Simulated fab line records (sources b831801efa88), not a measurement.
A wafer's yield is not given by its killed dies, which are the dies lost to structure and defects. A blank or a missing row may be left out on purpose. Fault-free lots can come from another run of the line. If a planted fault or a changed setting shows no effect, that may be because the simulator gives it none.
Comparing a struck lot with a sound one / flow sky130 / 15 steps out of a route of 708
Sound: these wafers, L939.3, L939.4, L939.6. Struck: wafers L955.1, L955.5 (left out: L955.6, a lot-mate that was not struck); the cause follows at the end.
At each step with rows: each side's tool, then ch and its chambers, then its first start. Under that, the readings that differ: sound wafers / struck wafers / difference of the means / sigmas: that difference in standard deviations of wafers without a fault.
alike: words and numbers the same on both sides, and readings whose means are apart by under 2 such deviations; not compared: readings that were withheld, readings missing a value for some wafer, numbers with overlapping values and no deviation given by the record, and bounds like >300 which may hide the same value.
The two part at a step that has a row with sigmas, a row that says differs or no value, or rows on one side only. When numbers do not overlap yet have no deviation, they are printed without sigmas and do not part them. Lack of a reading on every wafer of one side parts them only where that side has two or more wafers.

first, 8 steps without rows for these wafers: SKY_VIA3_DEHYDRATE_04 (time 60 s); SKY_VIA3_HMDS_05 (prime time 60 s); SKY_VIA3_COAT_06 (resist thk 60 nm); SKY_VIA3_COAT_07 (resist thk 450 nm); SKY_VIA3_SOFTBAKE_08 (time 90 s); SKY_VIA3_EXPOSE_09 (exposes mask VIM3, target cd 200 nm); SKY_VIA3_PEB_10; SKY_VIA3_DEVELOP_11 (develop time 60 s).
SKY_VIA3_CD_MEAS_12: target cd 200 nm.
  sound: cdSem-02 at day 39 13:29; struck: cdSem-01 at day 44 10:58
  alike: cdNm
SKY_VIA3_OVL_MEAS_13:
  sound: overlay-02 at day 39 13:34; struck: overlay-01 at day 44 11:05
  alike: VIA3_OVL
SKY_VIA3_ETCH_14: etches BARC in N2/H2, stops on SiO2, time 45.9 s, target depth 60 nm.
  sound on rieDiel-02 ch 1,2,3, day 39 13:35; struck on rieDiel-01 ch 0,2, day 44 11:07
reading=oesProductAu (a.u.); sound=0.850 0.850 0.847; struck=0.858 0.870; difference=+0.015; sigmas=+3
  alike: drypumpMotorCurrentA, throttleValvePct
  not compared: rfHoursCounterH
SKY_VIA3_ETCH_15: etches SiO2 in C4F8/O2/Ar, stops on TiN, target depth 507 nm, time 78 s.
  sound on rieDiel-02 ch 1,2,3, day 39 13:38; struck on rieDiel-01 ch 0,2, day 44 11:10
  alike: oesProductAu
  not compared: rfHoursCounterH
SKY_VIA3_STRIP_16: strips in O2/N2.
  sound on plasmaAsher-02 ch 0,1, day 39 13:44; struck on plasmaAsher-04 ch 0, day 44 11:13
reading=chamberPressureMTorr (mTorr); sound=1500.0 1497.9 1502.2; struck=1198.0 1201.7; difference=-300.2; sigmas=-99 or more
reading=drypumpMotorCurrentA (A); sound=5.68 5.45 5.71; struck=5.12 5.12; difference=-0.49; sigmas=-2
reading=stripTimeToEndpointS (s); sound=4.15 4.15 4.15; struck=4.40 4.36; difference=+0.23; sigmas=+8
  alike: oesProductAu
  not compared: rfHoursCounterH
then, 1 step without rows for these wafers: SKY_VIA3_STRIP_17 (strips in post etch residue remover, time 1200 s).
-- the record jumps here: 5 days lie between the struck wafers' starts before and after (it left off in module VIA3 and takes up again in module PAD_OPEN, whose first step shown is number 708 of the route) --
SKY_PAD_OPEN_PROBE_99:
  sound: prober-01 at day 45 16:26; struck: prober-01 at day 49 18:10
  alike: defectLimitedYield, killed_at_M0_to_M3, killed_at_M4_up, killedAtContacts, killedAtFrontEnd, killedAtOther, killedDies, killedOpen, killedShort, sort_bin_3_pad_short, sort_bin_5_function, sort_bin_6_memory, sortNPass, sortYieldPct

== WHERE THEY PART ==
At SKY_VIA3_ETCH_14 first; at SKY_VIA3_STRIP_16 last (within this record only). Later steps at which nothing parts them and some readings are alike: SKY_PAD_OPEN_PROBE_99.

WHY: what the simulator had put in
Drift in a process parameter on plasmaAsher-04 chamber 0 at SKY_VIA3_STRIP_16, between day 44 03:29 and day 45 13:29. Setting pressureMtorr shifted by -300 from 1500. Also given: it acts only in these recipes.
